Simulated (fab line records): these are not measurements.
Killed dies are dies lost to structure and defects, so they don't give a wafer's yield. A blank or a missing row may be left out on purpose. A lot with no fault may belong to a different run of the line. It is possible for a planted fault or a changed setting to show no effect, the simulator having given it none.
Which tool is to blame? / flow gf180mcu / at 1 step of a route of 602, 12 lots with 36 wafers sampled

WHAT THE GAUGES SHOWED, per wafer
GF_CONTACT_THK_MEAS_26: measures by xrf.
lot=L075; measured=day 16 07:53; on=filmMetro-03; CONTACT_W_THK (nm)=291 288 294
lot=L077; measured=day 17 03:35; on=filmMetro-02; CONTACT_W_THK (nm)=300 299 297
lot=L079; measured=day 18 00:51; on=filmMetro-02; CONTACT_W_THK (nm)=301 289 296
lot=L081; measured=day 18 15:47; on=filmMetro-04; CONTACT_W_THK (nm)=300 298 303
lot=L083; measured=day 19 16:07; on=filmMetro-04; CONTACT_W_THK (nm)=305 303 299
lot=L085; measured=day 20 08:37; on=filmMetro-03; CONTACT_W_THK (nm)=297 297 298
lot=L087; measured=day 21 00:28; on=filmMetro-03; CONTACT_W_THK (nm)=292 294 292
lot=L089; measured=day 21 13:41; on=filmMetro-03; CONTACT_W_THK (nm)=306 305 308
lot=L091; measured=day 22 13:19; on=filmMetro-04; CONTACT_W_THK (nm)=301 302 301
lot=L093; measured=day 22 22:37; on=filmMetro-03; CONTACT_W_THK (nm)=303 304 305
lot=L095; measured=day 23 15:20; on=filmMetro-04; CONTACT_W_THK (nm)=304 307 297
lot=L097; measured=day 24 09:57; on=filmMetro-02; CONTACT_W_THK (nm)=296 300 296

WHAT TOOL EACH LOT RAN ON (gives the tool, then ch and the chambers of the sampled wafers, and finally the start)
There is no process step in the record ahead of these readings.

THE ANSWER, worked out from the rows above alone
Rule: the usual values come from the lots themselves. Put in order of their means at a reading, lots are off if they are a third of the lots or fewer, leave a main group of 4 or more, and stand apart from it by a gap of 3 or more times the standard deviation of the main group's means; of several such gaps the widest counts. If all means in a main group match to the digits the tables above print for the reading, that group is not used. Also off: a lot with no number at a reading for which 4 or more lots have one. Where the step has rows for the other lots, those lots are counted as sound.
None of the lots is off at any reading shown; this tells nothing.

WHAT THE SIMULATOR HAD INSERTED
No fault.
